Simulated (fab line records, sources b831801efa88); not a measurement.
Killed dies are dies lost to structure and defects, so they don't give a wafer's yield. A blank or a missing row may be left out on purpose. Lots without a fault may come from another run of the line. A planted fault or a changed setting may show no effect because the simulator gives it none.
Which tool did it? | flow gf180mcu | 14 lots, 41 wafers sampled, at 2 steps of a route of 602

WHAT THE GAUGES READ, wafer by wafer
GF_V2_BOW_MEAS_05.
lot  | measured     | on            | V2_BOW (um)
L997 | day 19 11:17 | film_metro-02 | 97 105 94
L998 | day 19 15:04 | film_metro-01 | 96 88 101
L999 | day 20 02:02 | film_metro-01 | 114 115 103
L100 | day 20 19:37 | film_metro-01 | 92 106 91
L104 | day 21 22:29 | film_metro-04 | 99 96
L105 | day 22 03:32 | film_metro-01 | 99 99 92
L107 | day 23 06:57 | film_metro-04 | 102 102 102
L110 | day 24 02:54 | film_metro-04 | 101 97 104
L114 | day 25 01:17 | film_metro-04 | 87 101 109
L116 | day 26 03:41 | film_metro-02 | 98 100 106
L117 | day 26 05:45 | film_metro-01 | 92 91 88
L118 | day 26 15:17 | film_metro-04 | 97 94 98
L119 | day 26 17:25 | film_metro-04 | 113 104 101
L120 | day 27 00:16 | film_metro-01 | 106 98 84

WHICH TOOL RAN EACH LOT (tool, then ch and the chambers of the sampled wafers, then the start)
lot  | GF_M2_SPUTTER_00
L997 | pvd_sputter-01, day 18 09:23
L998 | pvd_sputter-04, day 18 13:32
L999 | pvd_sputter-04, day 19 00:30
L100 | pvd_sputter-04, day 19 17:43
L104 | pvd_sputter-02, day 20 21:17
L105 | pvd_sputter-02, day 21 02:09
L107 | pvd_sputter-02, day 22 07:41
L110 | pvd_sputter-02, day 23 02:58
L114 | pvd_sputter-04, day 24 01:33
L116 | pvd_sputter-01, day 25 04:48
L117 | pvd_sputter-02, day 25 07:05
L118 | pvd_sputter-02, day 25 16:57
L119 | pvd_sputter-02, day 25 18:57
L120 | pvd_sputter-01, day 26 02:14
- GF_M2_SPUTTER_00: material Ti, target thk 37.5 nm, time 150 s.

WHAT THE TOOLS THEMSELVES READ (means of the sampled wafers that have a number; where no wafer has one, the mark that the record gives instead)
GF_M2_SPUTTER_00.
lot  | tool           | chamber_pressure_pa (Pa) | throttle_valve_pct (%)
L997 | pvd_sputter-01 | 1.998                    | 30.1
L998 | pvd_sputter-04 | 2.001                    | 30.9
L999 | pvd_sputter-04 | 2.003                    | 28.4
L100 | pvd_sputter-04 | 2.000                    | 29.6
L104 | pvd_sputter-02 | 2.005                    | 30.0
L105 | pvd_sputter-02 | 2.002                    | 30.7
L107 | pvd_sputter-02 | 2.007                    | 30.0
L110 | pvd_sputter-02 | 2.002                    | 30.8
L114 | pvd_sputter-04 | 1.999                    | 29.0
L116 | pvd_sputter-01 | 2.000                    | 29.7
L117 | pvd_sputter-02 | 1.999                    | 29.8
L118 | pvd_sputter-02 | 2.002                    | 30.0
L119 | pvd_sputter-02 | 1.999                    | 29.8
L120 | pvd_sputter-01 | 2.000                    | 30.0

THE ANSWER, worked out from the rows above alone
Rule: what is usual is taken from the lots themselves. Put in order of their means at a reading, lots are off if they are a third of the lots or fewer, leave a main group of 4 or more, and stand apart from it by a gap of 3 or more times the standard deviation of the main group's means; of several such gaps the widest counts. A main group whose means are all the same, to the digits that the tables above print for the reading, isn't used. A lot without any number at a reading at which 4 lots or more have one is off too. The other lots that the step has rows for count as sound. The gauges are gone through in route order, then the tools' own readings, and for those a lot's mean is taken as printed above. The first step at which some lot is off is used, and at that step the reading that is off furthest; a lot without a number counts as furthest.
No lot is off at any reading shown: from this, nothing can be told.

WHAT THE SIMULATOR HAD PUT IN
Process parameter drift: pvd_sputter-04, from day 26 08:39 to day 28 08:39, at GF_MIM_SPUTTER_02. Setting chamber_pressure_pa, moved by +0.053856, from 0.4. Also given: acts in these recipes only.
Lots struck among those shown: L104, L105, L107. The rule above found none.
